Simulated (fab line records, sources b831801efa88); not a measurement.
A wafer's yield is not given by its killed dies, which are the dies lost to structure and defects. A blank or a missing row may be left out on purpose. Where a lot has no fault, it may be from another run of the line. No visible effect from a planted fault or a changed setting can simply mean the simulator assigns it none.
The tool behind it: which one? | flow sky130 | 72 wafers from 24 lots sampled at 6 of the route's 708 steps

WHAT THE GAUGES READ, wafer by wafer
SKY_VIA2_BOW_MEAS_03.
lot  | measured     | on            | VIA2_BOW (um)
L074 | day 35 00:13 | film metro-01 | 93 96 101
L075 | day 36 08:33 | film metro-03 | 77 91 88
L077 | day 36 09:44 | film metro-02 | 85 89 86
L076 | day 36 09:41 | film metro-01 | 91 100 85
L079 | day 36 11:05 | film metro-03 | 84 90 82
L078 | day 36 15:50 | film metro-01 | 93 101 89
L080 | day 37 00:07 | film metro-03 | 79 93 87
L081 | day 37 13:01 | film metro-02 | 89 89 80
L082 | day 37 23:01 | film metro-01 | 78 92 90
L084 | day 38 01:46 | film metro-02 | 77 94 79
L083 | day 38 05:40 | film metro-02 | 83 90 87
L085 | day 38 07:32 | film metro-03 | 82 83 81
L086 | day 38 23:38 | film metro-01 | 94 73 90
L087 | day 39 09:13 | film metro-02 | 82 88 94
L088 | day 39 11:59 | film metro-01 | 92 90 82
L089 | day 39 19:21 | film metro-01 | 89 77 96
L090 | day 40 05:18 | film metro-01 | 92 95 86
L091 | day 40 08:04 | film metro-03 | 81 91 93
L092 | day 40 13:19 | film metro-03 | 82 81 83
L093 | day 41 07:49 | film metro-03 | 80 87 81
L094 | day 41 14:29 | film metro-02 | 83 74 75
L095 | day 42 06:47 | film metro-03 | 107 91 91
L097 | day 43 07:39 | film metro-01 | 81 89 90
L096 | day 43 07:41 | film metro-02 | 76 78 87

SKY_VIA2_RS_MEAS_22: measurement is done with a four-point probe.
lot  | measured     | on            | VIA2_W_RS (ohm/sq)
L074 | day 36 04:04 | film metro-01 | 0.259 0.255 0.254
L075 | day 37 12:05 | film metro-03 | 0.255 0.259 0.259
L077 | day 37 13:26 | film metro-01 | 0.256 0.253 0.260
L076 | day 37 13:04 | film metro-03 | 0.256 0.262 0.253
L079 | day 37 14:11 | film metro-03 | 0.266 0.254 0.264
L078 | day 37 18:58 | film metro-02 | 0.259 0.258 0.257
L080 | day 38 02:42 | film metro-02 | 0.250 0.259 0.252
L081 | day 38 15:03 | film metro-03 | 0.253 0.251 0.255
L082 | day 39 01:25 | film metro-02 | 0.257 0.254 0.255
L084 | day 39 03:59 | film metro-01 | 0.254 0.260 0.254
L083 | day 39 07:43 | film metro-03 | 0.256 0.252 0.250
L085 | day 39 09:49 | film metro-01 | 0.260 0.249 0.253
L086 | day 40 02:19 | film metro-03 | 0.253 0.251 0.253
L087 | day 40 11:11 | film metro-02 | 0.260 0.255 0.254
L088 | day 40 13:16 | film metro-02 | 0.260 0.252 0.255
L089 | day 40 20:56 | film metro-03 | 0.253 0.256 0.254
L090 | day 41 06:13 | film metro-03 | 0.256 0.256 0.249
L091 | day 41 07:57 | film metro-01 | 0.254 0.248 0.255
L092 | day 41 12:32 | film metro-03 | 0.254 0.253 0.256
L093 | day 42 08:14 | film metro-02 | 0.254 0.248 0.252
L094 | day 42 15:16 | film metro-01 | 0.260 0.252 0.249
L095 | day 43 06:52 | film metro-01 | 0.250 0.252 0.256
L097 | day 44 06:40 | film metro-03 | 0.254 0.260 0.260
L096 | day 44 07:01 | film metro-01 | 0.256 0.255 0.247

SKY_CAPM_RS_MEAS_03: measurement is done with a four-point probe.
lot  | measured     | on            | CAPM_TIN_RS (ohm/sq)
L074 | day 36 04:55 | film metro-01 | 6.84 6.99 6.96
L075 | day 37 12:54 | film metro-03 | 6.89 6.94 6.93
L077 | day 37 14:16 | film metro-01 | 6.92 6.87 6.88
L076 | day 37 13:53 | film metro-04 | 6.82 6.77 6.85
L079 | day 37 15:01 | film metro-04 | 7.06 7.03 7.01
L078 | day 37 19:47 | film metro-01 | 6.93 6.90 6.93
L080 | day 38 03:31 | film metro-01 | 6.77 6.71 6.75
L081 | day 38 15:53 | film metro-03 | 7.01 6.96 6.88
L082 | day 39 02:16 | film metro-03 | 6.97 6.90 6.87
L084 | day 39 04:49 | film metro-01 | 6.92 6.97 6.97
L083 | day 39 08:35 | film metro-01 | 6.87 6.90 6.86
L085 | day 39 10:38 | film metro-01 | 6.90 7.01 6.94
L086 | day 40 03:08 | film metro-03 | 7.01 6.95 6.94
L087 | day 40 12:02 | film metro-01 | 6.92 6.91 6.91
L088 | day 40 14:05 | film metro-04 | 6.90 6.94 7.01
L089 | day 40 21:48 | film metro-03 | 6.90 6.99 6.96
L090 | day 41 07:37 | film metro-04 | 6.90 6.93 6.89
L091 | day 41 09:42 | film metro-01 | 6.79 6.75 6.76
L092 | day 41 13:25 | film metro-01 | 6.74 6.87 6.86
L093 | day 42 09:09 | film metro-04 | 6.98 7.04 6.90
L094 | day 42 16:06 | film metro-01 | 6.98 6.96 6.92
L095 | day 43 07:42 | film metro-04 | 6.96 6.88 6.95
L097 | day 44 07:29 | film metro-01 | 6.96 6.85 6.96
L096 | day 44 07:51 | film metro-04 | 6.92 6.84 6.83

SKY_VIA3_CD_MEAS_12: the cd target is 200 nm.
lot  | measured     | on        | cd nm (nm)
L074 | day 39 11:31 | cd sem-02 | 199.9 199.7 200.2
L075 | day 40 16:53 | cd sem-01 | 202.1 201.2 202.1
L077 | day 40 18:43 | cd sem-01 | 197.7 196.3 198.5
L076 | day 40 18:25 | cd sem-01 | 200.3 202.8 201.5
L079 | day 40 19:27 | cd sem-02 | 199.3 199.3 200.8
L078 | day 40 23:41 | cd sem-02 | 200.1 200.9 199.3
L080 | day 41 06:24 | cd sem-01 | 202.1 202.2 200.4
L081 | day 42 05:55 | cd sem-02 | 199.1 198.2 199.5
L082 | day 42 08:08 | cd sem-02 | 198.5 197.8 197.9
L084 | day 42 09:09 | cd sem-02 | 199.3 198.4 197.6
L083 | day 42 10:58 | cd sem-02 | 199.7 199.6 199.6
L085 | day 42 11:55 | cd sem-02 | 202.3 202.7 201.0
L086 | day 43 02:56 | cd sem-02 | 199.5 200.9 201.3
L087 | day 43 12:03 | cd sem-02 | 201.4 198.9 200.7
L088 | day 43 12:22 | cd sem-01 | 196.8 196.2 197.2
L089 | day 43 20:56 | cd sem-02 | 200.0 200.3 200.7
L090 | day 44 06:34 | cd sem-02 | 197.6 197.4 197.0
L091 | day 44 10:15 | cd sem-01 | 200.2 200.2 200.4
L092 | day 44 13:33 | cd sem-01 | 197.3 197.0 198.3
L093 | day 45 09:10 | cd sem-01 | 200.6 200.7 200.0
L094 | day 45 12:37 | cd sem-01 | 197.5 198.4 198.2
L095 | day 46 01:58 | cd sem-02 | 200.6 198.2 198.5
L097 | day 47 01:10 | cd sem-01 | 196.2 197.1 198.3
L096 | day 47 01:31 | cd sem-02 | 196.9 198.9 199.0

EACH LOT AND THE TOOL THAT RAN IT (in order: tool; ch and the chambers of the sampled wafers; start)
lot  | SKY_VIA2_CMP_02               | SKY_METAL3_STRIP_19
L074 | cmp-01 ch 0,1,3, day 34 23:55 | plasma asher-04 ch 0,1, day 38 09:19
L075 | cmp-02 ch 1,2,3, day 36 08:14 | plasma asher-02 ch 0, day 39 15:04
L077 | cmp-01 ch 1,3, day 36 09:26   | plasma asher-02 ch 0, day 39 17:20
L076 | cmp-02 ch 0,1,2, day 36 09:29 | plasma asher-01 ch 0,1, day 39 17:03
L079 | cmp-02 ch 1,2, day 36 10:44   | plasma asher-04 ch 0,1, day 39 17:56
L078 | cmp-02 ch 1,2, day 36 15:31   | plasma asher-02 ch 0,1, day 39 22:17
L080 | cmp-01 ch 0,3, day 36 23:49   | plasma asher-04 ch 0,1, day 40 06:08
L081 | cmp-01 ch 0,1,3, day 37 12:49 | plasma asher-02 ch 0,1, day 40 18:55
L082 | cmp-02 ch 0,1,3, day 37 22:41 | plasma asher-04 ch 0,1, day 41 04:40
L084 | cmp-01 ch 1,3, day 38 01:28   | plasma asher-01 ch 0,1, day 41 06:21
L083 | cmp-01 ch 2,3, day 38 05:22   | plasma asher-04 ch 0,1, day 41 09:19
L085 | cmp-02 ch 0,1,2, day 38 07:14 | plasma asher-01 ch 0,1, day 41 10:37
L086 | cmp-02 ch 0,3, day 38 23:19   | plasma asher-01 ch 0,1, day 42 02:44
L087 | cmp-01 ch 0,2,3, day 39 08:56 | plasma asher-02 ch 0,1, day 42 11:38
L088 | cmp-01 ch 0,1,2, day 39 11:47 | plasma asher-01 ch 0,1, day 42 12:36
L089 | cmp-01 ch 0,3, day 39 19:02   | plasma asher-02 ch 0,1, day 42 21:08
L090 | cmp-01 ch 0,1,2, day 40 05:00 | plasma asher-01 ch 0,1, day 43 06:20
L091 | cmp-02 ch 0,3, day 40 07:43   | plasma asher-04 ch 0,1, day 43 09:52
L092 | cmp-02 ch 0,1,2, day 40 13:02 | plasma asher-04 ch 0,1, day 43 14:01
L093 | cmp-01 ch 1,2,3, day 41 07:31 | plasma asher-02 ch 0,1, day 44 10:20
L094 | cmp-02 ch 1,2,3, day 41 14:11 | plasma asher-02 ch 0,1, day 44 13:48
L095 | cmp-02 ch 0,1,3, day 42 06:32 | plasma asher-01 ch 0,1, day 45 03:59
L097 | cmp-01 ch 0,1,2, day 43 07:21 | plasma asher-02 ch 0,1, day 46 03:26
L096 | cmp-02 ch 0,2,3, day 43 07:26 | plasma asher-04 ch 0,1, day 46 03:47
- SKY_VIA2_CMP_02: polishes SiO2.
- SKY_METAL3_STRIP_19: strips in O2/N2.

AS READ BY THE TOOLS THEMSELVES (means over the sampled wafers that have a number; for cases with no such wafer, the mark the record gives instead)
SKY_VIA2_CMP_02.
lot  | tool   | motor current A (A)
L074 | cmp-01 | 12.1
L075 | cmp-02 | 12.3
L077 | cmp-01 | 10.3
L076 | cmp-02 | 11.7
L079 | cmp-02 | 12.0
L078 | cmp-02 | 11.9
L080 | cmp-01 | 13.0
L081 | cmp-01 | 12.0
L082 | cmp-02 | 11.7
L084 | cmp-01 | 11.0
L083 | cmp-01 | 10.5
L085 | cmp-02 | 11.7
L086 | cmp-02 | 11.2
L087 | cmp-01 | 11.7
L088 | cmp-01 | 12.0
L089 | cmp-01 | 12.9
L090 | cmp-01 | 11.9
L091 | cmp-02 | 11.8
L092 | cmp-02 | 11.9
L093 | cmp-01 | 10.8
L094 | cmp-02 | 12.1
L095 | cmp-02 | 11.9
L097 | cmp-01 | 11.5
L096 | cmp-02 | 11.2

SKY_METAL3_STRIP_19.
lot  | tool            | drypump motor current A (A) | oes product au (a.u.) | strip time to endpoint s (s)
L074 | plasma asher-04 | 6.3                         | 0.504                 | 6.62
L075 | plasma asher-02 | 5.7                         | 0.504                 | 6.54
L077 | plasma asher-02 | 5.8                         | 0.502                 | 6.49
L076 | plasma asher-01 | 5.8                         | 0.507                 | 6.63
L079 | plasma asher-04 | 6.3                         | 0.507                 | 6.62
L078 | plasma asher-02 | 5.4                         | 0.502                 | 6.49
L080 | plasma asher-04 | 6.1                         | 0.503                 | 6.56
L081 | plasma asher-02 | 5.4                         | 0.507                 | 6.68
L082 | plasma asher-04 | 6.1                         | 0.504                 | 6.57
L084 | plasma asher-01 | 5.6                         | 0.499                 | 6.50
L083 | plasma asher-04 | 6.2                         | 0.507                 | 6.65
L085 | plasma asher-01 | 5.8                         | 0.499                 | 6.55
L086 | plasma asher-01 | 5.6                         | 0.508                 | 6.62
L087 | plasma asher-02 | 5.2                         | 0.500                 | 6.59
L088 | plasma asher-01 | 5.6                         | 0.513                 | 6.70
L089 | plasma asher-02 | 5.4                         | 0.502                 | 6.52
L090 | plasma asher-01 | 5.8                         | 0.504                 | 6.56
L091 | plasma asher-04 | 6.3                         | 0.497                 | 6.46
L092 | plasma asher-04 | 6.2                         | 0.500                 | 6.47
L093 | plasma asher-02 | 5.5                         | 0.502                 | 6.63
L094 | plasma asher-02 | 5.5                         | 0.509                 | 6.59
L095 | plasma asher-01 | 5.8                         | 0.500                 | 6.48
L097 | plasma asher-02 | 5.4                         | 0.497                 | 6.52
L096 | plasma asher-04 | 6.3                         | 0.497                 | 6.49

THE ANSWER, worked out from the rows above alone
Rule: the usual values come from the lots themselves. The widest of any qualifying gaps counts: lots, ordered by their means at a reading, are off when they make up no more than a third of the lots, leave a main group of 4 or more, and stand apart from it by 3 or more times the standard deviation of that group's means. The tables above print the reading to a certain number of digits; a main group whose means all agree to those digits is not used. A lot without any number at a reading at which 4 lots or more have one is off too. The other lots that the step has rows for count as sound. First the gauges in route order, then the tools' own readings, where a lot's mean is used as printed above. At the first step where some lot is off, the reading lying furthest off is the one used; lots without a number count as furthest.
Nothing can be told from this: no lot is off at any reading shown.

WHAT THE SIMULATOR PUT IN
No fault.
